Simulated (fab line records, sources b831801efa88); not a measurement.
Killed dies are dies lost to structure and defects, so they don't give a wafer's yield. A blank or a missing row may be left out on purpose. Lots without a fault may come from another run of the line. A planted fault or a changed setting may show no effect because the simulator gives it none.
Which tool did it? | flow sky130 | 7 lots, 21 wafers sampled, at 2 steps of a route of 708

WHAT THE GAUGES READ, wafer by wafer
SKY_METAL1_OVL_MEAS_16.
lot  | measured     | on         | METAL1_OVL (nm)
L747 | day 34 01:19 | overlay-02 | -1 -3 1
L750 | day 35 01:31 | overlay-02 | 0 3 6
L752 | day 35 11:40 | overlay-01 | 4 6 -2
L754 | day 36 11:24 | overlay-02 | -2 0 -2
L757 | day 37 08:49 | overlay-02 | 3 -8 1
L759 | day 37 19:31 | overlay-02 | 5 16 7
L764 | day 39 02:10 | overlay-02 | 12 9 3

WHICH TOOL RAN EACH LOT (tool, then ch and the chambers of the sampled wafers, then the start)
lot  | SKY_LDD_N_IMPLANT_11
L747 | implanter-02 ch 0, day 19 07:01
L750 | implanter-04 ch 0, day 20 10:01
L752 | implanter-01 ch 0, day 20 20:59
L754 | implanter-04 ch 0, day 21 22:55
L757 | implanter-01 ch 0, day 22 22:22
L759 | implanter-01 ch 0, day 23 10:50
L764 | implanter-04 ch 0, day 25 02:19
- SKY_LDD_N_IMPLANT_11

THE ANSWER, worked out from the rows above alone
Rule: what is usual is taken from the lots themselves. Put in order of their means at a reading, lots are off if they are a third of the lots or fewer, leave a main group of 4 or more, and stand apart from it by a gap of 3 or more times the standard deviation of the main group's means; of several such gaps the widest counts. A main group whose means are all the same, to the digits that the tables above print for the reading, isn't used. A lot without any number at a reading at which 4 lots or more have one is off too. The other lots that the step has rows for count as sound.
No lot is off at any reading shown: from this, nothing can be told.

WHAT THE SIMULATOR HAD PUT IN
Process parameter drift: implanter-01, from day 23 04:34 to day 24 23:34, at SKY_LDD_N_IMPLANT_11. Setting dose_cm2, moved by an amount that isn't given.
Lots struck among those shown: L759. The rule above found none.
